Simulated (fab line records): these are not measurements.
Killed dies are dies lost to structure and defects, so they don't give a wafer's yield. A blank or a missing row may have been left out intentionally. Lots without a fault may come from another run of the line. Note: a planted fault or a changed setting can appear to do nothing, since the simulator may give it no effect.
A lot that was struck, set against a sound lot	flow gf180mcu	33 steps out of a route of 602
Sound: wafers L317.1, L317.3, L317.5. The struck wafers were L316.2, L316.4, L316.5. The cause is given at the end.
Per side, at each step with rows, come the tool, then ch with its chambers, and then its first start. Under that, the readings that differ: sound wafers	struck wafers	difference of the means	sigmas: that difference in standard deviations of wafers without a fault.
alike: readings with means less than 2 such deviations apart, plus words and numbers identical on both sides. not compared: withheld readings, readings lacking a value on some wafer, bounds such as >300 that could conceal the same value, and numbers that have no deviation in the record and whose values overlap.
Wherever a step has rows on one side only, a row that says differs or no value, or a row with sigmas, the two part there. Numbers that have no deviation but don't overlap get no sigmas and don't part them. A reading that every wafer of one side lacks parts them only if that side has two wafers or more.

GF_HV_LDD_STRIP_22: strips in O2/N2.
  sound on plasma_asher-03 ch 0,1, day 15 07:12; struck on plasma_asher-01 ch 1, day 15 00:08
  alike: drypump_motor_current_A, heater_power_w, oes_product_au, strip_time_to_endpoint_s
  not compared: rf_hours_counter_h
GF_HV_LDD_TW_MEAS_23:
  sound on film_metro-03, day 15 07:18; struck on film_metro-01, day 15 00:15
  alike: HV_LDD_2_TW
then, 7 steps without rows for these wafers: GF_HV_LDD_DEHYDRATE_24 (time 60 s); GF_HV_LDD_HMDS_25 (prime time 60 s); GF_HV_LDD_COAT_26 (resist thk 1000 nm); GF_HV_LDD_SOFTBAKE_27 (time 60 s); GF_HV_LDD_EXPOSE_28 (exposes mask Nplus HV AREA, target cd 400 nm); GF_HV_LDD_PEB_29; GF_HV_LDD_DEVELOP_30 (develop time 60 s).
GF_HV_LDD_CD_MEAS_31 targets a cd of 400 nm.
  sound on cd_sem-01, day 16 04:18; struck on cd_sem-01, day 15 22:04
  alike: cd_nm
GF_HV_LDD_OVL_MEAS_32:
  sound on overlay-02, day 16 04:25; struck on overlay-02, day 15 22:10
  alike: HV_LDD_02_OVL
following that, these wafers have no rows for 1 step: GF_HV_LDD_IMPLANT_33.
GF_HV_LDD_IMPLANT_34:
  sound on implanter-04 ch 0, day 16 04:36; struck on implanter-04, day 15 22:23
  no value came back on the struck wafers for beam_energy_keV, beam_on_s (s); on the sound wafers beam_energy_keV reads 59.990 60.031 60.026
then, 2 steps without rows for these wafers: GF_HV_LDD_IMPLANT_35; GF_HV_LDD_IMPLANT_36.
GF_HV_LDD_STRIP_37: strips in O2/N2.
  sound on plasma_asher-02 ch 0, day 16 05:03; struck on plasma_asher-01 ch 0,1, day 15 22:48
reading	sound	struck	difference	sigmas
drypump_motor_current_A (A)	6.8 6.9 6.9	5.8 5.7 5.3	-1.3	-2
  alike: heater_power_w, oes_product_au, strip_time_to_endpoint_s
  not compared: rf_hours_counter_h
GF_HV_LDD_TW_MEAS_38:
  sound on film_metro-01, day 16 05:09; struck on film_metro-01, day 15 22:55
reading	sound	struck	difference	sigmas
HV_LDD_3_TW	1435 1426 1439	1311 1310 1307	-124	-17
then, 7 steps without rows for these wafers: GF_HV_LDD_DEHYDRATE_39 (time 60 s); GF_HV_LDD_HMDS_40 (prime time 60 s); GF_HV_LDD_COAT_41 (resist thk 1000 nm); GF_HV_LDD_SOFTBAKE_42 (time 60 s); GF_HV_LDD_EXPOSE_43 (exposes mask Pplus HV AREA, target cd 400 nm); GF_HV_LDD_PEB_44; GF_HV_LDD_DEVELOP_45 (develop time 60 s).
GF_HV_LDD_CD_MEAS_46 targets a cd of 400 nm.
  sound on cd_sem-01, day 17 02:29; struck on cd_sem-02, day 16 20:45
  alike: cd_nm
GF_HV_LDD_OVL_MEAS_47:
  sound on overlay-01, day 17 02:37; struck on overlay-02, day 16 20:52
  alike: HV_LDD_03_OVL
following that, these wafers have no rows for 1 step: GF_HV_LDD_IMPLANT_48.
GF_HV_LDD_STRIP_49: strips in O2/N2.
  sound on plasma_asher-02 ch 1, day 17 02:48; struck on plasma_asher-01 ch 0,1, day 16 21:02
  alike: drypump_motor_current_A, heater_power_w, oes_product_au, strip_time_to_endpoint_s
  not compared: rf_hours_counter_h
GF_HV_LDD_TW_MEAS_50:
  sound on film_metro-03, day 17 02:54; struck on film_metro-03, day 16 21:09
reading	sound	struck	difference	sigmas
HV_LDD_4_TW	564 566 566	572 573 572	+7	+2
then, 1 step without rows for these wafers: GF_HV_LDD_CLEAN_51 (cleans in SC1/SC2, time 150 s).
GF_HV_LDD_RTA_52: time 10 s.
  sound on rtp_anneal-01 ch 0, day 17 03:01; struck on rtp_anneal-02 ch 0, day 16 21:16
reading	sound	struck	difference	sigmas
lamp_power_pct (%)	30.9 30.8 30.8	26.8 26.8 26.8	-4.0	-2
  alike: anneal_temp_c_max, wafer_temp_C_max
GF_HV_LDD_RS_MEAS_53: measures by four-point-probe.
  sound on film_metro-04, day 17 03:04; struck on film_metro-01, day 16 21:20
reading	sound	struck	difference	sigmas
HV_LDD_RS (ohm/sq)	420.0 418.6 419.0	439.8 440.2 440.0	+20.8	+24
then, 1 step without rows for these wafers: GF_HV_LDD_CVD_54 (deposits SiO2 from TEOS, target thk 10 nm, time 75 s).

WHERE THEY PART
At GF_HV_LDD_IMPLANT_34 first; at GF_HV_LDD_RS_MEAS_53 last (within this record only).

WHY: what had been put in by the simulator
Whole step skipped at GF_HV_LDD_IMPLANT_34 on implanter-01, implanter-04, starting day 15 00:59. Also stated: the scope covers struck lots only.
